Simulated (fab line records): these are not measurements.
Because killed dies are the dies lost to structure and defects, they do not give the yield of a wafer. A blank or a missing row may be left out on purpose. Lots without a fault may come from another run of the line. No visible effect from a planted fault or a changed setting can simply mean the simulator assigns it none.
2 desks, one fault | flow sfq-line | each desk holds nothing but its own numbers, with what lay behind them at the end

== THE METROLOGY DESK ==
What the gauges read, lot by lot, whatever tool the lot ran on: means of the sampled wafers that have a number. The brackets show how far a lot's mean lies from the usual mean; more than 4 standard deviations puts the lot out of limits, marked OUT.
Columns: A = R5_MONX_RS at SFQ_R5_RS_MEAS_933, usual 7.07 ohm/sq
lot  | first seen here | A
L330 | day 57 02:20    | 7.10
L331 | day 57 05:33    | 6.98
L332 | day 57 13:58    | 7.17
L333 | day 57 21:16    | 6.95
L334 | day 58 05:47    | 7.18
L335 | day 58 17:07    | 7.01
L341 | day 60 20:40    | 7.08
L343 | day 66 01:38    | 7.02
L344 | day 66 21:46    | 7.18
L346 | day 67 11:25    | 7.06
L347 | day 67 17:30    | 7.07
L349 | day 69 16:42    | 7.06
L351 | day 75 06:54    | 7.07
L352 | day 75 18:46    | 7.09
Result from this desk: across the 14 lots, nothing is out of limits.

== TOOL OWNER'S DESK, furnace-02 ==
The tool's own readings at SFQ_TRILAYER_INCOMING_OXIDATION_002 (target thk 500 nm, ox time 4939 s): means of the sampled wafers that have a number, for each lot that ran on this tool. The brackets show how far a lot's mean lies from the usual mean; more than 4 standard deviations puts the lot out of limits, marked OUT. 7 of its 11 readings are shown: the first one out of limits and those lying furthest out on some lot.
Columns: A = spike-tc-bottom-C at SFQ_TRILAYER_INCOMING_OXIDATION_002, usual 1018 C; B = spike-tc-centre-C at SFQ_TRILAYER_INCOMING_OXIDATION_002, usual 1001.4 C; C = spike-tc-lower-C at SFQ_TRILAYER_INCOMING_OXIDATION_002, usual 1001.0 C; D = spike-tc-top-C at SFQ_TRILAYER_INCOMING_OXIDATION_002, usual 1016.3 C; E = spike-tc-upper-C at SFQ_TRILAYER_INCOMING_OXIDATION_002, usual 1001.1 C; F = tube-center-temp-C at SFQ_TRILAYER_INCOMING_OXIDATION_002, usual 1000 C; G = tube_center_temp_C_max at SFQ_TRILAYER_INCOMING_OXIDATION_002, usual 1002.6
lot  | first seen here | A              | B                | C                | D                | E                | F                      | G
L331 | day 1 15:07     | 1014           | 1000.3           | 1000.2           | 1013.9           | 1000.4           | 1000                   | 1002.8
L333 | day 2 01:07     | 1014           | 1000.9           | 999.8            | 1013.0           | 1001.1           | 1000                   | 1002.9
L335 | day 2 11:07     | 1014           | 1001.2           | 999.7            | 1013.5           | 1001.7           | 1000                   | 1003.0
L341 | day 3 17:07     | 1066 (+12) OUT | 1053.5 (+47) OUT | 1053.0 (+52) OUT | 1065.3 (+17) OUT | 1053.5 (+53) OUT | 1052 (+99 or more) OUT | 1054.3 (+99 or more) OUT
L343 | day 4 03:07     | 1066 (+12) OUT | 1053.5 (+47) OUT | 1053.3 (+52) OUT | 1065.4 (+17) OUT | 1053.7 (+53) OUT | 1052 (+99 or more) OUT | 1054.5 (+99 or more) OUT
Finding of this desk: L341, L343 out of limits; the first was L341 at day 3 17:07, on spike-tc-bottom-C at SFQ_TRILAYER_INCOMING_OXIDATION_002. L331, L333, L335 stayed within limits.

== PUT TOGETHER ==
At day 3 17:07, on L341, L343, the tool owner's desk was in a position to raise an alarm.
At the metrology desk, nothing out of limits was observed.
The metrology desk holds a record of L341, L343, inside its limits.
On furnace-02, each named lot ran SFQ_TRILAYER_INCOMING_OXIDATION_002.

== WHAT WAS PUT IN BY THE SIMULATOR ==
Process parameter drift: furnace-02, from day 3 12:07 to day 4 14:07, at SFQ_TRILAYER_INCOMING_OXIDATION_002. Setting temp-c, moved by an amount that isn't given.
Shown lots that were struck: L341, L343.
How many hours passed from the start of the fault until each desk's first out-of-limits reading: the tool owner's desk, 5.
